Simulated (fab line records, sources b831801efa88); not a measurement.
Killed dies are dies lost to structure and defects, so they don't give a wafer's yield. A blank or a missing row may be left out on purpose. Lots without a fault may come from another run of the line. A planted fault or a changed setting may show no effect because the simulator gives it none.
Which tool did it? | flow sky130 | 11 lots, 33 wafers sampled, at 3 steps of a route of 708

WHAT THE GAUGES READ, wafer by wafer
SKY_RES_PROTECT_TW_MEAS_08.
lot  | measured     | on            | POLY_GATE_TW
L507 | day 15 08:12 | film_metro-04 | 4019 4045 4044
L512 | day 17 06:36 | film_metro-03 | 4021 4046 4042
L515 | day 18 01:25 | film_metro-03 | 3971 3998 3999
L518 | day 19 08:36 | film_metro-03 | 30 30 30
L523 | day 21 03:21 | film_metro-04 | 4063 4090 4062
L524 | day 21 10:58 | film_metro-04 | 4074 4051 4060
L526 | day 22 02:59 | film_metro-03 | 3996 4016 4004
L527 | day 22 16:51 | film_metro-04 | 4036 4094 4063
L528 | day 22 14:04 | film_metro-04 | 4052 4088 4053
L529 | day 23 06:33 | film_metro-04 | 4072 4069 4054
L530 | day 23 12:46 | film_metro-01 | 4076 4051 4075

WHICH TOOL RAN EACH LOT (tool, then ch and the chambers of the sampled wafers, then the start)
lot  | SKY_VT_ADJUST_NCORE_STRIP_10         | SKY_RES_PROTECT_EXPOSE_04
L507 | plasma_asher-04 ch 1, day 8 16:55    | iline_stepper-01 ch 0, day 14 18:26
L512 | plasma_asher-02 ch 0,1, day 10 05:55 | iline_stepper-02 ch 0, day 16 16:14
L515 | plasma_asher-02 ch 0,1, day 10 22:59 | iline_stepper-02 ch 0, day 17 10:29
L518 | plasma_asher-03 ch 0,1, day 11 20:01 | iline_stepper-02 ch 0, day 18 17:07
L523 | plasma_asher-04 ch 0,1, day 13 10:16 | iline_stepper-01 ch 0, day 20 12:28
L524 | plasma_asher-04 ch 0,1, day 13 15:06 | iline_stepper-02 ch 0, day 20 19:33
L526 | plasma_asher-03 ch 0,1, day 14 07:37 | iline_stepper-02 ch 0, day 21 11:38
L527 | plasma_asher-02 ch 0, day 14 08:13   | iline_stepper-01 ch 0, day 22 01:13
L528 | plasma_asher-04 ch 0,1, day 14 15:29 | iline_stepper-02 ch 0, day 21 22:44
L529 | plasma_asher-02 ch 0,1, day 15 05:49 | iline_stepper-01 ch 0, day 22 15:37
L530 | plasma_asher-04 ch 0,1, day 15 11:13 | iline_stepper-01 ch 0, day 22 21:11
- SKY_VT_ADJUST_NCORE_STRIP_10: strips in O2/N2.
- SKY_RES_PROTECT_EXPOSE_04: exposes mask RPM, target cd 1270 nm.

THE ANSWER, worked out from the rows above alone
Rule: what is usual is taken from the lots themselves. Put in order of their means at a reading, lots are off if they are a third of the lots or fewer, leave a main group of 4 or more, and stand apart from it by a gap of 3 or more times the standard deviation of the main group's means; of several such gaps the widest counts. A main group whose means are all the same, to the digits that the tables above print for the reading, isn't used. A lot without any number at a reading at which 4 lots or more have one is off too. The other lots that the step has rows for count as sound.
Off: L518, at SKY_RES_PROTECT_TW_MEAS_08 (POLY_GATE_TW). The main group: mean 4046, standard deviation 27.
A tool fits if, at a process step before that reading, it ran every lot that is off, and no sound lot after the first of them. The gauges at SKY_RES_PROTECT_TW_MEAS_08 are tried like those tools. None of those tried fits.

WHAT THE SIMULATOR HAD PUT IN
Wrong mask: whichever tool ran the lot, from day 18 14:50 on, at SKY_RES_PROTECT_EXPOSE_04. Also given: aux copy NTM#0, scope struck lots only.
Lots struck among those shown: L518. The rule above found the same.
